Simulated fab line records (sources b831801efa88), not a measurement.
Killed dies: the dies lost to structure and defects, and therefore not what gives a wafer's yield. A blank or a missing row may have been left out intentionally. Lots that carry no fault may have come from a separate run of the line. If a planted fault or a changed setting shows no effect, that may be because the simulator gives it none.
Matching of chambers | flow gf180mcu | pecvd-01 running GF_V3_CVD_02: 3 sister chambers
The step deposits SiO2 from TEOS, target thk 850 nm, time 94.851 s. 18 wafers are shown with their chamber, then 9 later ones without.

EACH WAFER AND ITS CHAMBER
wafer  | chamber | heater power w (W)
L929.4 | 1       | 561
L929.5 | 2       | 542
L929.6 | 0       | 655
L930.1 | 2       | 644
L930.2 | 0       | 630
L930.4 | 2       | 513
L931.2 | 0       | 656
L931.4 | 2       | 588
L931.5 | 0       | 524
L935.1 | 0       | 628
L935.4 | 1       | 502
L935.6 | 2       | 530
L941.3 | 1       | 554
L941.4 | 2       | 603
L941.5 | 0       | 634
L949.3 | 1       | 626
L949.4 | 2       | 663
L949.5 | 0       | 640

SIGNATURES (averages over the wafers above)
reading        | chamber 0 | chamber 1 | chamber 2 | scatter within a chamber
heater power w | 623.86    | 560.75    | 583.29    | 51.7
Rule: a wafer's distance from a chamber is the root of the sum, over the readings, of the square of ((its reading less the chamber's mean) divided by the reading's scatter). If the next closest chamber is less than 2 further off than the closest, the wafer can't be placed; otherwise it belongs to the closest. The scatter is the square root of a quotient: the sum, over the shown wafers, of each reading's squared deviation from its chamber's mean, divided by wafers minus chambers.

WAFERS WITHOUT THEIR CHAMBER
wafer  | heater power w (W)
L950.1 | 604
L950.4 | 623
L950.5 | 641
L951.3 | 572
L951.5 | 628
L951.6 | 627
L952.2 | 654
L952.5 | 593
L952.6 | 663

THE CHAMBER EACH PASSED THROUGH
wafer  | from the rows above          | in truth
L950.1 | can't be placed: 0 or 2 or 1 | 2
L950.4 | can't be placed: 0 or 2 or 1 | 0
L950.5 | can't be placed: 0 or 2 or 1 | 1
L951.3 | can't be placed: 1 or 2 or 0 | 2
L951.5 | can't be placed: 0 or 2 or 1 | 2
L951.6 | can't be placed: 0 or 2 or 1 | 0
L952.2 | can't be placed: 0 or 2 or 1 | 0
L952.5 | can't be placed: 2 or 0 or 1 | 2
L952.6 | can't be placed: 0 or 2 or 1 | 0
0 of 9 placed correctly. Cannot be placed on the basis of these rows: 9; the candidates contain the true chamber in 9. Wrongly placed: 0.
